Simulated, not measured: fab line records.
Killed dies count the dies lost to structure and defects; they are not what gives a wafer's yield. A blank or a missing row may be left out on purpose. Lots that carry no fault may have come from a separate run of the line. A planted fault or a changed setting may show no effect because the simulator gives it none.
Chamber matching ; flow gf180mcu ; GF_V1_CMP_04 on cmp-02 has 4 sister chambers
The step polishes SiO2. 8 wafers are shown with their chamber, then 8 later ones without.

== WAFERS PAIRED WITH THEIR CHAMBERS ==
wafer;chamber;motor current A (A);time to endpoint s (s)
L997.2;0;13.1;76
L998.1;0;13.6;76
L998.4;3;12.1;76
L998.6;3;12.3;78
L999.2;1;13.2;85
L999.3;2;11.8;73
L999.6;1;13.5;92
L103.4;2;11.0;84

== WAFERS WHOSE CHAMBER IS MISSING ==
wafer;motor current A (A);time to endpoint s (s)
L103.5;13.5;85
L103.6;13.0;101
L105.1;13.7;88
L105.3;13.4;91
L105.6;12.7;96
L106.1;13.3;80
L106.2;12.1;74
L106.4;12.3;76

== EACH ONE'S CHAMBER ==
wafer;from the rows above;in truth
L103.5;can't be placed: 1 or 0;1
L103.6;1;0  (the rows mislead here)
L105.1;can't be placed: 1 or 0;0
L105.3;1;1
L105.6;can't be placed: 1 or 3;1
L106.1;can't be placed: 0 or 1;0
L106.2;can't be placed: 3 or 2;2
L106.4;3;3
Placed correctly: 2 of 8. Unplaceable from these rows: 5, with the true chamber sitting among the candidates in 5. 1 placed wrongly.
How it was worked out, from the rows above alone: a wafer's distance from a chamber is the root of the sum, over the readings, of the square of ((its reading less the chamber's mean) divided by the reading's scatter). The wafer belongs to the nearest chamber; if the next one is less than 2 further off, it can't be placed. A chamber's mean is the mean of its shown wafers. The scatter: take each reading less its chamber's mean, square it, sum over the shown wafers, divide by the number of wafers less the number of chambers, and take the root.
